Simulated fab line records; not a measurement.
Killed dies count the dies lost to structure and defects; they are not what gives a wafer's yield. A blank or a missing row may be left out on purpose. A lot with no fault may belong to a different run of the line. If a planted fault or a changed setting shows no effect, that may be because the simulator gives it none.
fab line records | flow sky130
record: lots: 6 wafers: 18 lastDay: 50
route steps=708 shown VIA2@509 PAD_OPEN@708
lots that met no fault: taken from a fault-free run of the same line
startH: hours from the record's first day to the start of the lot's first wafer shown | waitH: hours elapsed since this lot's preceding step | " repeats the value in the row above | L1.1+2: a row that stands for several wafers | - either no value or no given start | * or withheld: withheld | < > ~ a bound
route shown NAME@n: NAME is a module with steps in the file, n the number in the route of the first one | usual: mean/standard deviation taken from wafers without a fault | same: alike in all rows | chamber/n: place in a boat | sites: each site's reading | _std_site: how widely they spread, as a standard deviation | _edge_site: mean of outer sites minus mean of inner sites | radiusMm: how far each site lies from the wafer's centre | mask NAME#n: copy n | behind: the most recent tool/chamber to have shaped the wafer | hold: why the lot was held/for how many hours/how that ended | device: whichever transistor did not switch (one of n, p or np) | end of line: at the end of the route, the tests of the same wafers | for a step that has no rows: nothing shown but its recipe | killed: dies lost to structure and defects at the first sort, not the wafer's yield | map: a wafer's dies, marking killed ones x, the rest . and places with no die _
set.NAME: the run value of the setting; set.NAME@STEP: its run value at that earlier step | model.NAME: the simulator's own value behind a step, which no gauge read
lots at some steps of the route; a table a step, a row a wafer
services: from which hour (startH, from the record's first day; less than 0 if before it) a tool's chamber was out of use, for how many hours, and why
== steps ==
step: SKY_VIA2_CMP_02
recipe: material: SiO2 downForcePsi: 4 platenRpm: 60 padVelocityMS: 0.94248
usual: motorCurrentA: 12.0/1.4 platenRpm: 60.00/0.039
columns lot.wafer tool chamber startH waitH motorCurrentA platenRpm
L604.3 cmp-01 2 860.33 0.0 11.0 59.98
L604.2 " 3 " " 10.7 60.01
L604.6 " 2 " " 10.7 59.99
L606.1 cmp-02 2 879.73 0.1 11.7 59.92
L606.4 " 3 " " 14.2 59.98
L606.6 " 1 " " 13.4 60.01
L607.3 cmp-01 1 887.67 0.1 12.8 60.02
L607.5 " 0 " " 11.3 59.96
L607.6 " 1 " " 12.3 59.98
L608.2 cmp-01 0 899.98 0.1 11.1 60.05
L608.3 " 2 " " 11.3 59.93
L608.5 " 0 " " 11.4 59.98
L616.2 cmp-02 3 950.96 0.1 14.9 60.00
L616.4 " 0 " " 10.5 60.00
L616.5 " 1 " " 13.2 59.97
L620.3 cmp-02 3 972.23 0.1 14.7 60.05
L620.2 " 0 " " 10.1 59.96
L620.6 " 2 " " 11.2 59.98
step: SKY_VIA2_BOW_MEAS_03
recipe: mode: bow
usual: VIA2_BOW: 84/7
columns lot.wafer tool chamber startH waitH VIA2_BOW[um]
L604.2 filmMetro-03 - 860.65 0.2 86
L604.3 " - " " 80
L604.6 " - " " 79
L606.1 filmMetro-03 - 879.93 0.1 83
L606.4 " - " " 75
L606.6 " - " " 62
L607.3 filmMetro-03 - 887.96 0.2 68
L607.5 " - " " 81
L607.6 " - " " 81
L608.2 filmMetro-03 - 900.25 0.2 87
L608.3 " - " " 83
L608.5 " - " " 90
L616.2 filmMetro-03 - 951.18 0.2 72
L616.4 " - " " 70
L616.5 " - " " 69
L620.2 filmMetro-01 - 972.45 0.1 82
L620.3 " - " " 85
L620.6 " - " " 88
step: SKY_VIA2_DEHYDRATE_04
recipe: tempC: 200 timeS: 60
step: SKY_VIA2_HMDS_05
recipe: primeTimeS: 60 primeTempC: 120
step: SKY_VIA2_COAT_06
recipe: resist: BARC tempC: withheld timeS: withheld spinRpm: 3000 resistThkNm: 60
step: SKY_VIA2_COAT_07
recipe: resist: KrF-thick spinRpm: 3000 resistThkNm: 450
step: SKY_VIA2_SOFTBAKE_08
recipe: tempC: 100 timeS: 90 resist: KrF-thick
step: SKY_VIA2_EXPOSE_09
recipe: maskId: VIM2 na: 0.8 sourceShape: annular sigmaInner: 0.55 sigmaOuter: 0.85 targetCdNm: 200 doseMj: 38
step: SKY_VIA2_PEB_10
recipe: pebTempC: withheld pebTimeS: withheld resist: KrF-thick
step: SKY_VIA2_DEVELOP_11
recipe: developTimeS: 60 resist: KrF-thick devTempC: 21
step: SKY_VIA2_CD_MEAS_12
recipe: targetCdNm: 200
usual: cdNm: 200.3/1.4
columns lot.wafer tool chamber startH waitH cdNm
L604.2 cdSem-02 - 886.37 - 200.4
L604.3 " - " " 201.6
L604.6 " - " " 199.8
L606.1 cdSem-01 - 904.76 - 200.5
L606.4 " - " " 200.9
L606.6 " - " " 201.6
L607.3 cdSem-02 - 913.05 - 202.0
L607.5 " - " " 202.1
L607.6 " - " " 203.1
L608.2 cdSem-01 - 925.62 - 200.6
L608.3 " - " " 200.6
L608.5 " - " " 200.2
L616.2 cdSem-02 - 975.17 - 201.0
L616.4 " - " " 201.7
L616.5 " - " " 201.3
L620.2 cdSem-02 - 995.57 - 199.2
L620.3 " - " " 199.4
L620.6 " - " " 200.8
step: SKY_VIA2_OVL_MEAS_13
usual: VIA2_OVL: 3/4.3
columns lot.wafer tool chamber startH waitH VIA2_OVL[nm]
L604.2 overlay-02 - 886.47 0.1 7
L604.3 " - " " 4
L604.6 " - " " 8
L606.1 overlay-02 - 904.88 0.1 9
L606.4 " - " " 9
L606.6 " - " " 8
L607.3 overlay-01 - 913.15 0.1 5
L607.5 " - " " 5
L607.6 " - " " 1
L608.2 overlay-01 - 925.72 0.1 6
L608.3 " - " " 7
L608.5 " - " " 1
L616.2 overlay-01 - 975.28 0.1 -4
L616.4 " - " " -3
L616.5 " - " " 1
L620.2 overlay-01 - 995.67 0.1 12
L620.3 " - " " 1
L620.6 " - " " 3
step: SKY_VIA2_ETCH_14
recipe: chemistry: N2/H2 target: BARC ionEnergyEv: 200 sourceW: 500 biasW: 100 pressureMtorr: 30 n2FlowSccm: 100 h2FlowSccm: 200 stopOn: SiO2 timeS: 45.9 targetDepthA: 600
usual: drypumpMotorCurrentA: 5.7/0.41 oesProductAu: 0.856/0.0048 rfFwdPowerW: 494.2/2.6 throttleValvePct: 13.225/0.0093
columns lot.wafer tool chamber startH waitH drypumpMotorCurrentA oesProductAu rfFwdPowerW rfHoursCounterH throttleValvePct model.KrF-thick_of_VIA2_COAT_07.thkNm
L604.2 rieDiel-03 0 886.50 0.0 6.0 0.861 492.6 28 13.221 393.8
L604.3 " 1 " " 5.6 0.854 494.1 26 13.240 393.4
L604.6 " 0 " " 5.9 0.858 496.1 - 13.229 393.1
L606.1 rieDiel-01 3 904.92 0.0 5.5 0.853 491.5 16 13.226 392.3
L606.4 " 2 " " 5.9 0.850 490.1 8 13.226 392.7
L606.6 " 1 " " 5.7 0.849 496.0 - 13.237 391.1
L607.3 rieDiel-01 3 913.17 0.0 5.5 0.853 572.3 16 13.221 388.3
L607.5 " 3 " " 5.5 0.862 570.8 - 13.218 387.6
L607.6 " 2 " " 5.9 0.856 574.4 - 13.225 388.9
L608.2 rieDiel-01 2 925.75 0.0 5.9 0.857 570.2 8 13.218 386.8
L608.3 " 1 " " 5.7 0.863 573.2 11 13.241 385.4
L608.5 " 1 " " 5.7 0.856 573.2 - 13.235 386.7
L616.2 rieDiel-04 2 975.31 0.0 5.7 0.855 495.8 13 13.225 393.4
L616.4 " 0 " " 5.6 0.849 499.3 17 13.217 392.6
L616.5 " 3 " " 5.7 0.861 497.3 - 13.230 391.4
L620.2 rieDiel-01 1 995.70 0.0 5.7 0.846 495.0 13 13.215 391.7
L620.3 " 2 " " 5.9 0.853 493.7 10 13.219 394.2
L620.6 " 0 " " 6.0 0.853 494.0 - 13.216 395.3
step: SKY_VIA2_ETCH_15
recipe: target: SiO2 chemistry: C4F8/O2/Ar targetDepthNm: 546 stopOn: TiN maskMaterial: KrF-thick sourceW: 1500 biasW: 1200 pressureMtorr: 40 c4f8FlowSccm: withheld O2_flow_sccm: 6 Ar_flow_sccm: 300 timeS: 84
usual: oesProductAu: 0.939/0.0049 rfFwdPowerW: 1489/5.9
columns lot.wafer tool chamber startH waitH oesProductAu rfFwdPowerW rfHoursCounterH model.KrF-thick_of_VIA2_COAT_07.thkNm
L604.2 rieDiel-03 0 886.54 0.0 0.941 1488 28 282.2
L604.3 " 1 " " 0.938 1490 26 283.9
L604.6 " 0 " " 0.931 1497 - 282.7
L606.1 rieDiel-01 3 904.96 0.0 0.932 1493 16 282.7
L606.4 " 2 " " 0.939 1484 8 284.1
L606.6 " 1 " " 0.936 1486 - 280.9
L607.3 rieDiel-01 3 913.21 0.0 0.934 1484 16 277.2
L607.5 " 3 " " 0.931 1486 - 276.1
L607.6 " 2 " " 0.935 1484 - 280.4
L608.2 rieDiel-01 2 925.80 0.0 0.944 1482 8 280.1
L608.3 " 1 " " 0.945 1485 11 275.4
L608.5 " 1 " " 0.945 1486 - 276.2
L616.2 rieDiel-04 2 975.35 0.0 0.930 1493 13 284.4
L616.4 " 0 " " 0.936 1495 17 285.4
L616.5 " 3 " " 0.942 1495 - 280.6
L620.2 rieDiel-01 1 995.75 0.0 0.947 1492 14 281.4
L620.3 " 2 " " 0.937 1483 10 287.9
L620.6 " 0 " " 0.944 1490 - 288.9
step: SKY_VIA2_STRIP_16
recipe: chemistry: O2/N2 powerW: 1400 pressureMtorr: 1500 platenTempC: withheld o2FlowSccm: 3000 n2FlowSccm: 300 overashFraction: 0.5
usual: drypumpMotorCurrentA: 5.8/0.5 oesProductAu: 0.398/0.004 stripTimeToEndpointS: 4.051/0.026
columns lot.wafer tool chamber startH waitH drypumpMotorCurrentA oesProductAu rfHoursCounterH stripTimeToEndpointS
L604.2 plasmaAsher-01 0 886.61 0.0 5.5 0.396 14 4.040
L604.3 " 0 " " 5.4 0.396 - 4.046
L604.6 " 0 " " 5.5 0.405 - 4.040
L606.1 plasmaAsher-04 1 905.02 0.0 5.4 0.397 80 4.037
L606.4 " 1 " " 5.4 0.405 - 4.053
L606.6 " 1 " " 5.4 0.405 - 4.025
L607.3 plasmaAsher-04 0 913.31 0.1 5.0 0.395 - 3.989
L607.5 " 0 " " 5.0 0.393 - 3.977
L607.6 " 1 " " 5.4 0.394 - 4.021
L608.2 plasmaAsher-02 0 925.86 0.0 6.2 0.396 111 4.010
L608.3 " 1 " " 6.2 0.394 - 3.967
L608.5 " 1 " " 6.2 0.389 - 3.983
L616.2 plasmaAsher-02 0 975.41 0.0 6.3 0.395 116 4.061
L616.4 " 0 " " 6.3 0.403 - 4.080
L616.5 " 0 " " 6.3 0.398 - 4.010
L620.2 plasmaAsher-04 1 995.81 0.0 5.4 0.387 89 4.018
L620.3 " 1 " " 5.4 0.399 - 4.078
L620.6 " 1 " " 5.4 0.401 - 4.092
step: SKY_PAD_OPEN_PROBE_99
usual: defectLimitedYield: 82.3/1.9 killed_at_M0_to_M3: 44/7.4 killed_at_M4_up: 3.2/1.8 killedAtContacts: 25/5.2 killedAtFrontEnd: 15/4.5 killedAtOther: 0.2/0.43 killedDies: 87/9.6 killedOpen: 48/7.6 killedShort: 40/5.7 sort_bin_3_pad_short: 0.9/0.45 sort_bin_5_function: 10.5/1.5 sort_bin_6_memory: 6.3/1.2 sortNPass: 405/9.6 sortYieldPct: 82.3/1.9
same: grossDies: 492 killedAtBackSide: 0 sort_bin_4_leakage[%]: 0 sort_bin_8_speed[%]: 0
columns lot.wafer tool chamber startH waitH defectLimitedYield[%] killed_at_M0_to_M3 killed_at_M4_up killedAtContacts killedAtFrontEnd killedAtOther killedDies killedOpen killedShort sort_bin_3_pad_short[%] sort_bin_5_function[%] sort_bin_6_memory[%] sortNPass sortYieldPct[%]
L604.2 prober-02 - 1107.00 0.1 79.3 54 4 31 13 0 102 54 48 1.2 12.0 7.5 390 79.3
L604.3 prober-02 - 1107.05 0.2 81.7 44 2 30 13 1 90 55 35 0.8 10.0 7.5 402 81.7
L604.6 prober-02 - 1107.20 0.2 81.9 47 3 20 19 0 89 42 47 0.8 10.2 7.1 403 81.9
L606.1 prober-02 - 1118.74 0.1 80.7 52 0 27 16 0 95 52 43 1.6 10.6 7.1 397 80.7
L606.4 prober-02 - 1118.89 0.2 80.5 46 1 30 19 0 96 51 45 1.6 10.8 7.1 396 80.5
L606.6 prober-02 - 1118.99 0.2 82.5 44 2 25 15 0 86 51 35 1.2 10.2 6.1 406 82.5
L607.3 prober-01 - 1125.43 0.2 84.6 27 1 29 19 0 76 41 35 0.6 9.3 5.5 416 84.6
L607.5 prober-01 - 1125.53 0.2 82.1 40 6 18 24 0 88 49 39 0.8 9.8 7.3 404 82.1
L607.6 prober-01 - 1125.58 0.2 82.3 45 4 11 27 0 87 46 41 1.2 11.8 4.7 405 82.3
L608.2 prober-02 - 1137.90 0.1 82.9 49 2 14 18 1 84 43 41 1.2 10.4 5.5 408 82.9
L608.3 prober-02 - 1137.95 0.2 83.1 42 3 26 12 0 83 51 32 0.2 9.1 7.5 409 83.1
L608.5 prober-02 - 1138.05 0.2 80.7 53 3 21 18 0 95 53 42 0.4 11.2 7.7 397 80.7
L616.2 prober-02 - 1173.78 0.1 75.4 62 5 37 16 1 121 77 44 0.8 14.0 9.8 371 75.4
L616.4 prober-02 - 1173.88 0.2 82.3 46 4 31 6 0 87 41 46 1.0 10.2 6.5 405 82.3
L616.5 prober-02 - 1173.93 0.2 81.1 47 3 25 18 0 93 54 39 1.0 12.2 5.7 399 81.1
L620.2 prober-02 - 1189.97 0.1 86.0 31 2 29 7 0 69 36 33 0.6 8.5 4.9 423 86.0
L620.3 prober-02 - 1190.02 0.2 80.9 49 3 30 12 0 94 58 36 0.8 11.2 7.1 398 80.9
L620.6 prober-02 - 1190.17 0.2 79.5 44 7 31 19 0 101 48 53 1.0 12.2 7.3 391 79.5
killed by level:class
L604.2 VIA2:geometricParticle:open=12 VIA1:geometricParticle:open=10 CONTACT:geometricParticle:open=9 METAL1:geometricParticle:short=9 LI_CONTACT:geometricParticle:open=7 VIA1:geometricParticle:short=6 LI_CONTACT:geometricParticle:short=5 LOCAL_INTERCONNECT:geometricParticle:short=5
L604.3 CONTACT:geometricParticle:open=15 VIA1:geometricParticle:open=13 VIA2:geometricParticle:open=9 CONTACT:geometricParticle:short=5 VIA1:geometricParticle:short=5 POLY_GATE:geometricParticle:open=4 LI_CONTACT:geometricParticle:open=4 METAL1:geometricParticle:short=4
L604.6 METAL2:geometricParticle:short=10 CONTACT:geometricParticle:open=9 VIA1:geometricParticle:open=7 VIA3:geometricParticle:short=6 FIELD_ISO:geometricParticle:short=5 VIA2:geometricParticle:open=5 CONTACT:geometricParticle:short=5 FIELD_ISO:geometricParticle:open=4
L606.1 VIA1:geometricParticle:open=20 METAL1:geometricParticle:short=9 LI_CONTACT:geometricParticle:open=8 METAL2:geometricParticle:short=7 LOCAL_INTERCONNECT:geometricParticle:short=6 FIELD_ISO:geometricParticle:short=5 CONTACT:geometricParticle:short=5 CONTACT:geometricParticle:open=5
L606.4 VIA1:geometricParticle:open=13 CONTACT:geometricParticle:open=9 LI_CONTACT:geometricParticle:open=8 METAL2:geometricParticle:short=8 FIELD_ISO:geometricParticle:open=6 POLY_GATE:geometricParticle:short=5 VIA2:geometricParticle:open=5 LOCAL_INTERCONNECT:geometricParticle:short=5
L606.6 CONTACT:geometricParticle:open=12 VIA1:geometricParticle:open=9 VIA2:geometricParticle:open=9 LI_CONTACT:geometricParticle:open=7 POLY_GATE:geometricParticle:open=6 METAL1:geometricParticle:short=6 METAL2:geometricParticle:short=5 VIA3:geometricParticle:short=5
L607.3 CONTACT:geometricParticle:open=10 VIA1:geometricParticle:open=8 CONTACT:geometricParticle:short=7 LI_CONTACT:geometricParticle:open=6 FIELD_ISO:geometricParticle:short=5 POLY_GATE:geometricParticle:open=5 METAL3:geometricParticle:short=5 POLY_GATE:geometricParticle:short=4
L607.5 VIA1:geometricParticle:open=10 CONTACT:geometricParticle:open=9 POLY_GATE:geometricParticle:open=7 POLY_GATE:geometricParticle:short=7 VIA2:geometricParticle:open=7 METAL2:geometricParticle:short=4 VIA3:geometricParticle:short=4 LOCAL_INTERCONNECT:geometricParticle:short=3
L607.6 VIA1:geometricParticle:open=10 POLY_GATE:geometricParticle:short=8 METAL2:geometricParticle:short=7 FIELD_ISO:geometricParticle:open=6 POLY_GATE:geometricParticle:open=6 LI_CONTACT:geometricParticle:open=5 METAL3:geometricParticle:short=5 VIA3:geometricParticle:open=5
L608.2 VIA1:geometricParticle:open=13 FIELD_ISO:geometricParticle:short=8 METAL2:geometricParticle:short=6 METAL1:geometricParticle:short=6 VIA2:geometricParticle:open=6 VIA1:geometricParticle:short=5 LI_CONTACT:geometricParticle:open=5 CONTACT:geometricParticle:short=4
L608.3 VIA1:geometricParticle:open=11 CONTACT:geometricParticle:open=10 VIA2:geometricParticle:open=7 LI_CONTACT:geometricParticle:open=6 VIA3:geometricParticle:open=6 LOCAL_INTERCONNECT:geometricParticle:short=5 VIA1:geometricParticle:short=5 POLY_GATE:geometricParticle:short=4
L608.5 METAL2:geometricParticle:short=12 VIA3:geometricParticle:open=9 VIA1:geometricParticle:open=8 CONTACT:geometricParticle:open=8 POLY_GATE:geometricParticle:open=5 METAL1:geometricParticle:short=5 FIELD_ISO:geometricParticle:open=4 VIA3:geometricParticle:short=4
L616.2 CONTACT:geometricParticle:open=20 VIA1:geometricParticle:open=20 VIA2:geometricParticle:open=14 POLY_GATE:geometricParticle:open=7 LI_CONTACT:geometricParticle:open=7 VIA1:geometricParticle:short=7 METAL2:geometricParticle:short=6 LOCAL_INTERCONNECT:geometricParticle:short=5
L616.4 VIA1:geometricParticle:open=12 CONTACT:geometricParticle:short=9 CONTACT:geometricParticle:open=8 LI_CONTACT:geometricParticle:open=7 VIA3:geometricParticle:open=6 VIA3:geometricParticle:short=5 VIA1:geometricParticle:short=5 METAL2:geometricParticle:short=5
L616.5 VIA1:geometricParticle:open=12 LI_CONTACT:geometricParticle:open=8 CONTACT:geometricParticle:open=8 METAL2:geometricParticle:short=7 VIA2:geometricParticle:open=6 VIA3:geometricParticle:open=6 POLY_GATE:geometricParticle:short=5 METAL1:geometricParticle:short=5
L620.2 CONTACT:geometricParticle:open=14 LI_CONTACT:geometricParticle:open=6 METAL2:geometricParticle:short=6 LOCAL_INTERCONNECT:geometricParticle:short=5 VIA1:geometricParticle:short=4 METAL1:geometricParticle:short=4 POLY_GATE:geometricParticle:short=3 CONTACT:geometricParticle:short=3
L620.3 CONTACT:geometricParticle:open=15 VIA3:geometricParticle:open=10 VIA1:geometricParticle:open=10 LOCAL_INTERCONNECT:geometricParticle:short=6 VIA1:geometricParticle:short=6 POLY_GATE:geometricParticle:open=4 VIA2:geometricParticle:open=4 VIA3:geometricParticle:short=4
L620.6 VIA1:geometricParticle:open=12 METAL1:geometricParticle:short=9 LI_CONTACT:geometricParticle:short=8 POLY_GATE:geometricParticle:short=7 LI_CONTACT:geometricParticle:open=7 CONTACT:geometricParticle:open=7 VIA1:geometricParticle:short=6 FIELD_ISO:geometricParticle:open=4
== services ==
columns tool chamber startH hours kind
rieDiel-04 1 855.31 9.0 repair
plasmaAsher-04 - 876.46 0.5 repair
rieDiel-04 0 876.94 11.7 repair
plasmaAsher-04 - 887.07 1.9 repair
cmp-01 - 909.97 4.5 pm
cmp-01 - 914.47 4.0 pm
cmp-01 - 918.47 - consumableReplace:conditioner
cmp-01 - 918.47 - consumableReplace:pad
cmp-01 - 921.49 1.1 repair
rieDiel-03 0 930.18 - clean
rieDiel-03 0 930.18 19.4 scheduledDown
rieDiel-03 0 930.18 19.4 ventCycle
plasmaAsher-04 - 931.17 2.8 repair
rieDiel-03 3 934.45 3.5 repair
rieDiel-01 3 940.18 12.8 repair
rieDiel-01 0 940.48 4.9 repair
cmp-02 - 960.90 3.4 repair
cmp-01 - 966.32 6.6 pm
rieDiel-03 - 978.99 2.0 repair
rieDiel-03 - 984.03 2.1 repair
rieDiel-01 3 991.90 7.3 repair
plasmaAsher-02 - 994.68 3.6 repair
== key ==
firstSign: step: SKY_VIA2_ETCH_14 reading: rfFwdPowerW direction: up sigmas: 30 usual: 494.2 struck: 572.4
effect none on later readings
modelEffect: step: SKY_VIA2_ETCH_14 value: KrF-thick_of_VIA2_COAT_07.thkNm without: 393.5 struck: 387.3
modelEffect: step: SKY_VIA2_ETCH_15 value: KrF-thick_of_VIA2_COAT_07.thkNm without: 283.7 struck: 277.6
metAt SKY_VIA2_ETCH_14
struckWafers L607.3,L607.5,L607.6,L608.2,L608.3,L608.5
onsetBetween 904.92 913.17
fault: kind: processParameterDrift tool: rieDiel-01 chamber: - onsetH: 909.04 steps: SKY_VIA2_ETCH_14 channel: sourceW offset: 80 shape: step endH: 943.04 actsIn: theseRecipesOnly stated: 500
